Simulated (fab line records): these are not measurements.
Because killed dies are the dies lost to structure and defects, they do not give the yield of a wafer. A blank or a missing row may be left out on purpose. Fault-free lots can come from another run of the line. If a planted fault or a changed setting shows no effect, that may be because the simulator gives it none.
What tool caused it?	flow sky130	Sampling: 11 lots, 33 wafers, 5 of 708 route steps

== WHAT THE GAUGES READ, wafer by wafer ==
SKY_VIA3_OVL_MEAS_13. Usual: VIA3_OVL gives 1 nm (standard deviation 5).
lot	measured	on	VIA3_OVL (nm)	flag
L532	day 39 16:05	overlay-02	4 1 2	
L534	day 40 11:38	overlay-02	2 7 5	
L536	day 40 14:32	overlay-01	11 8 11	
L538	day 42 08:20	overlay-02	-1 -1 -11	
L539	day 42 09:56	overlay-02	-1 -1 9	
L541	day 42 12:29	overlay-01	-3 -4 -2	
L548	day 44 00:59	overlay-02	-1 2 0	
L549	day 44 06:33	overlay-02	1 3 3	
L550	day 44 18:32	overlay-01	4 7 3	
L553	day 45 10:40	overlay-02	-6 -6 -2	
L555	day 45 19:50	overlay-02	-6 -3 0	

SKY_CAP2M_THK_MEAS_01. Usual: CAP2M_CVD_00_THK gives 15.42 nm (standard deviation 0.23).
lot	measured	on	CAP2M_CVD_00_THK (nm)	flag
L532	day 39 18:00	film-metro-04	15.29 15.21 15.63	
L534	day 40 13:17	film-metro-04	15.56 16.00 15.88	
L536	day 40 16:08	film-metro-04	15.40 15.29 15.31	
L538	day 42 09:55	film-metro-01	15.02 15.35 15.25	
L539	day 42 11:31	film-metro-01	15.81 15.67 15.83	
L541	day 42 14:04	film-metro-01	15.08 15.27 15.26	
L548	day 44 02:34	film-metro-03	15.34 15.63 15.75	
L549	day 44 08:10	film-metro-03	10.72 10.95 10.58	OFF
L550	day 44 20:08	film-metro-01	10.76 10.72 10.99	OFF
L553	day 45 12:14	film-metro-03	15.18 15.24 15.53	
L555	day 45 21:25	film-metro-01	15.08 15.36 15.35	

== TOOL THAT RAN EACH LOT (tool first, then ch and the chambers of the sampled wafers, then the start) ==
lot	SKY_VIA3_ETCH_14	SKY_VIA3_ETCH_15	SKY_CAP2M_CVD_00
L532	rie-diel-01 ch 1,3, day 39 16:08	rie-diel-01 ch 1,3, day 39 16:10	pecvd-03 ch 0,2, day 39 17:59
L534	rie-diel-03 ch 0,3, day 40 11:40	rie-diel-03 ch 0,3, day 40 11:43	pecvd-03 ch 0,1,2, day 40 13:15
L536	rie-diel-01 ch 0,3, day 40 14:34	rie-diel-01 ch 0,3, day 40 14:37	pecvd-04 ch 0,1, day 40 16:07
L538	rie-diel-04 ch 2,3, day 42 08:22	rie-diel-04 ch 2,3, day 42 08:25	pecvd-01 ch 1,2, day 42 09:53
L539	rie-diel-01 ch 1,2, day 42 09:59	rie-diel-01 ch 1,2, day 42 10:01	pecvd-04 ch 0,1, day 42 11:29
L541	rie-diel-03 ch 0,2,3, day 42 12:32	rie-diel-03 ch 0,2,3, day 42 12:34	pecvd-03 ch 0,1,2, day 42 14:02
L548	rie-diel-01 ch 0,2,3, day 44 01:01	rie-diel-01 ch 0,2,3, day 44 01:04	pecvd-01 ch 0,1, day 44 02:32
L549	rie-diel-03 ch 2,3, day 44 06:34	rie-diel-03 ch 2,3, day 44 06:37	pecvd-04 ch 1,2, day 44 08:07
L550	rie-diel-04 ch 0,1,3, day 44 18:34	rie-diel-04 ch 0,1,3, day 44 18:37	pecvd-04 ch 0,1,2, day 44 20:07
L553	rie-diel-01 ch 0,2,3, day 45 10:42	rie-diel-01 ch 0,2,3, day 45 10:44	pecvd-01 ch 0,1,2, day 45 12:13
L555	rie-diel-01 ch 0,2,3, day 45 19:53	rie-diel-01 ch 0,2,3, day 45 19:55	pecvd-01 ch 0,2, day 45 21:24
- SKY_VIA3_ETCH_14: etches BARC in N2/H2, stops on SiO2, time 45.9 s, target depth 60 nm.
- SKY_VIA3_ETCH_15: etches SiO2 in C4F8/O2/Ar, stops on TiN, target depth 507 nm, time 78 s.
- SKY_CAP2M_CVD_00: deposits SiO2, target thk 15.5 nm.

== WHAT THE TOOLS THEMSELVES READ (means of the sampled wafers that have a number; where no wafer has one, the mark that the record gives instead) ==
SKY_VIA3_ETCH_14. Usual: drypump-motor-current-A 5.5 A, standard deviation 0.36; oes-product-au 0.854 a.u., standard deviation 0.0054; throttle-valve-pct 13.225 %, standard deviation 0.0096.
lot	tool	drypump-motor-current-A (A)	oes-product-au (a.u.)	throttle-valve-pct (%)	flag
L532	rie-diel-01	5.6	0.851	13.220	
L534	rie-diel-03	5.8	0.846	13.226	
L536	rie-diel-01	5.6	0.855	13.227	
L538	rie-diel-04	5.4	0.854	13.225	
L539	rie-diel-01	5.1	0.854	13.235	
L541	rie-diel-03	5.5	0.852	13.234	
L548	rie-diel-01	5.3	0.856	13.234	
L549	rie-diel-03	5.3	0.851	13.228	
L550	rie-diel-04	5.7	0.854	13.232	
L553	rie-diel-01	5.3	0.859	13.223	
L555	rie-diel-01	5.3	0.857	13.218	

SKY_VIA3_ETCH_15. Usual: 0.945 a.u. for oes-product-au, sd 0.0048.
lot	tool	oes-product-au (a.u.)	flag
L532	rie-diel-01	0.945	
L534	rie-diel-03	0.951	
L536	rie-diel-01	0.948	
L538	rie-diel-04	0.943	
L539	rie-diel-01	0.945	
L541	rie-diel-03	0.947	
L548	rie-diel-01	0.942	
L549	rie-diel-03	0.946	
L550	rie-diel-04	0.944	
L553	rie-diel-01	0.952	
L555	rie-diel-01	0.950	

SKY_CAP2M_CVD_00. Usual: heater-power-outer-w 424 W, standard deviation 43; heater-power-w 709 W, standard deviation 75.
lot	tool	heater-power-outer-w (W)	heater-power-w (W)	flag
L532	pecvd-03	443	721	
L534	pecvd-03	384	651	
L536	pecvd-04	411	716	
L538	pecvd-01	377	659	
L539	pecvd-04	434	747	
L541	pecvd-03	417	691	
L548	pecvd-01	422	722	
L549	pecvd-04	437	722	
L550	pecvd-04	440	733	
L553	pecvd-01	422	713	
L555	pecvd-01	400	641	

== THE ANSWER, worked out from the rows above alone ==
Rule: lot off if the mean of its wafers having a number is beyond 3 standard deviations from the usual mean. Also off: a lot with no number at a reading for which 4 or more lots have one. The other lots that the step has rows for count as sound. First the gauges in route order, then the tools' own readings, where a lot's mean is used as printed above. At the first step where some lot is off, the reading lying furthest off is the one used; lots without a number count as furthest.
Off: L549, L550, seen at SKY_CAP2M_THK_MEAS_01 (CAP2M_CVD_00_THK).
If a tool, at a process step before that reading, ran all the lots that are off and no sound lot after the first of them, it fits. The gauges at SKY_CAP2M_THK_MEAS_01 are tried like those tools. One fits: pecvd-04 at SKY_CAP2M_CVD_00. Its last sound lot is L539 (day 42 11:29), its first lot that is off L549 (day 44 08:07): a fault that began between those two fits.

== WHAT THE SIMULATOR PUT IN ==
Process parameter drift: pecvd-04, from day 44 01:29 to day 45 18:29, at SKY_CAP2M_CVD_00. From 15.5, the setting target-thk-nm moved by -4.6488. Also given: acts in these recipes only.
Struck lots among those shown: L549, L550. The same result came from the rule above.
